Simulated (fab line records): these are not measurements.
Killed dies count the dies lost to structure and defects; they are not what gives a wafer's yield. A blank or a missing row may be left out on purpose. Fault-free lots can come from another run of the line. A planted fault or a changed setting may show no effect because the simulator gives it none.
Struck lot and sound lot, side by side | flow sky130 | 31 steps out of a route of 708
Sound: the wafers L975.1, L975.2, L975.5. Struck: wafer L982.6. (L982.2, L982.3 of the same lot were not struck and are left out.) The cause comes at the end.
At each step with rows: each side's tool, then ch and its chambers, then its first start. Under that, the readings that differ: sound wafers | struck wafers | difference of the means | sigmas: that difference in standard deviations of wafers without a fault.
alike: a reading whose means differ by less than 2 such deviations, as well as words and numbers matching on both sides. not compared: withheld readings; readings where some wafer has no value; bounds like >300 that might hide an equal value; numbers whose values overlap and for which the record gives no deviation.
A row with sigmas, a row that says differs or no value, or rows on one side alone: a step with any of these is where the two part. When numbers do not overlap yet have no deviation, they are printed without sigmas and do not part them. A reading that every wafer of one side lacks parts them only if that side has two wafers or more.

first, 5 steps without rows for these wafers: SKY_CONTACT_ETCH_18 (etches Si3N4 in CHF3/O2, stops on TiN, time 39 s, target depth 75 nm); SKY_CONTACT_STRIP_19 (strips in O2/N2); SKY_CONTACT_STRIP_20 (strips in post etch residue remover, time 1200 s); SKY_CONTACT_CLEAN_21 (cleans in IPA, time 180 s); SKY_CONTACT_CLEAN_22 (cleans in O3/DIW).
SKY_CONTACT_SPUTTER_23: material TiN, target thk 20 nm, time 80 s.
  struck on pvd-sputter-02, day 37 05:08; sound on pvd-sputter-02, day 34 21:22
  alike: cathode-dc-power-W, chamber-pressure-pa, throttle-valve-pct
SKY_CONTACT_CVD_24: deposits W, target thk 340 nm, time 102.12 s.
  sound on cvd-w-02 ch 0,1, day 34 21:26; struck on cvd-w-02 ch 1, day 37 05:12
  alike: heater-power-w, susceptor-temp-C
SKY_CONTACT_RS_MEAS_25: measurement is done with a four-point probe.
  struck on film-metro-03, day 37 05:20; sound on film-metro-02, day 34 21:32
  alike: CONTACT_W_RS
SKY_CONTACT_THK_MEAS_26: measures by xrf.
  struck on film-metro-03, day 37 05:26; sound on film-metro-02, day 34 21:40
  alike: CONTACT_W_THK
then, 3 steps without rows for these wafers: SKY_CONTACT_CMP_27 (polishes, stops on SiO2, t overpolish 15 s, target thk 0 nm); SKY_METAL1_SPUTTER_00 (material Ti, target thk 15 nm, time 10 s); SKY_METAL1_SPUTTER_01 (material TiN, target thk 20 nm, time 16.7 s).
SKY_METAL1_SPUTTER_02: material AlCu, target thk 250 nm, time 13.3 s.
  struck on pvd-sputter-01, day 37 05:50; sound on pvd-sputter-01, day 34 22:04
  reading                                     | sound           | struck | difference | sigmas
  model.AlCu_of_METAL1_SPUTTER_02.thk-nm (nm) | 246.6 252.5 254 | 417.8  | +166.8     |
  alike: cathode-dc-power-W, chamber-pressure-pa, throttle-valve-pct
SKY_METAL1_SPUTTER_03: material Ti, target thk 5 nm, time 3.3 s.
  struck on pvd-sputter-01, day 37 05:52; sound on pvd-sputter-01, day 34 22:05
  alike: cathode-dc-power-W, chamber-pressure-pa, throttle-valve-pct
then, 1 step without rows for these wafers: SKY_METAL1_SPUTTER_04 (material TiN, target thk 70 nm, time 58.3 s).
SKY_METAL1_RS_MEAS_05: measurement is done with a four-point probe.
  struck on film-metro-04, day 37 05:57; sound on film-metro-04, day 34 22:10
  reading                 | sound                | struck | difference | sigmas
  METAL1_ALCU_RS (ohm/sq) | 0.1285 0.1252 0.1248 | 0.0749 | -0.0513    | -34
SKY_METAL1_THK_MEAS_06: measures by xrf.
  struck on film-metro-04, day 37 06:04; sound on film-metro-04, day 34 22:17
  reading              | sound       | struck | difference | sigmas
  METAL1_ALCU_THK (nm) | 244 250 249 | 410    | +162       | +48
then, 8 steps without rows for these wafers: SKY_METAL1_DEHYDRATE_07 (time 60 s); SKY_METAL1_HMDS_08 (prime time 60 s); SKY_METAL1_COAT_09 (resist thk 60 nm); SKY_METAL1_COAT_10 (resist thk 450 nm); SKY_METAL1_SOFTBAKE_11 (time 90 s); SKY_METAL1_EXPOSE_12 (exposes mask MM1, target cd 140 nm); SKY_METAL1_PEB_13; SKY_METAL1_DEVELOP_14 (develop time 60 s).
SKY_METAL1_CD_MEAS_15: the cd target is 140 nm.
  struck on cd-sem-01, day 38 08:02; sound on cd-sem-01, day 36 01:08
  alike: cd-nm
SKY_METAL1_OVL_MEAS_16:
  struck on overlay-01, day 38 08:09; sound on overlay-01, day 36 01:15
  alike: METAL1_OVL
then, 1 step without rows for these wafers: SKY_METAL1_DESCUM_17 (chemistry O2, time 8 s).
SKY_METAL1_ETCH_18: etches BARC in N2/H2, stops on SiO2, time 45.9 s, target depth 60 nm.
  sound on rie-metal-01 ch 0,1, day 36 01:19; struck on rie-metal-01 ch 0, day 38 08:13
  alike: drypump-motor-current-A, oes-product-au, throttle-valve-pct
  not compared: rf-hours-counter-h
SKY_METAL1_METAL_ETCH_19: etches the open film in Cl2/BCl3, stops on SiO2, target depth 360 nm, time 78 s.
  sound on rie-metal-01 ch 0,1, day 36 01:23; struck on rie-metal-01 ch 0, day 38 08:16
  reading               | sound             | struck | difference | sigmas
  oes-product-au (a.u.) | 0.850 0.866 0.856 | 1.009  | +0.152     | +26
  alike: drypump-motor-current-A, throttle-valve-pct
  not compared: rf-hours-counter-h
SKY_METAL1_STRIP_20: strips in O2/N2.
  sound on plasma-asher-03 ch 0,1, day 36 01:28; struck on plasma-asher-01 ch 0, day 38 08:22
  alike: drypump-motor-current-A, oes-product-au, strip-time-to-endpoint-s
  not compared: rf-hours-counter-h

## WHERE THEY PART
At SKY_METAL1_RS_MEAS_05 first; at SKY_METAL1_METAL_ETCH_19 last (within this record only). Later steps at which nothing parts them and some readings are alike: SKY_METAL1_STRIP_20.

WHY: the cause the simulator had injected
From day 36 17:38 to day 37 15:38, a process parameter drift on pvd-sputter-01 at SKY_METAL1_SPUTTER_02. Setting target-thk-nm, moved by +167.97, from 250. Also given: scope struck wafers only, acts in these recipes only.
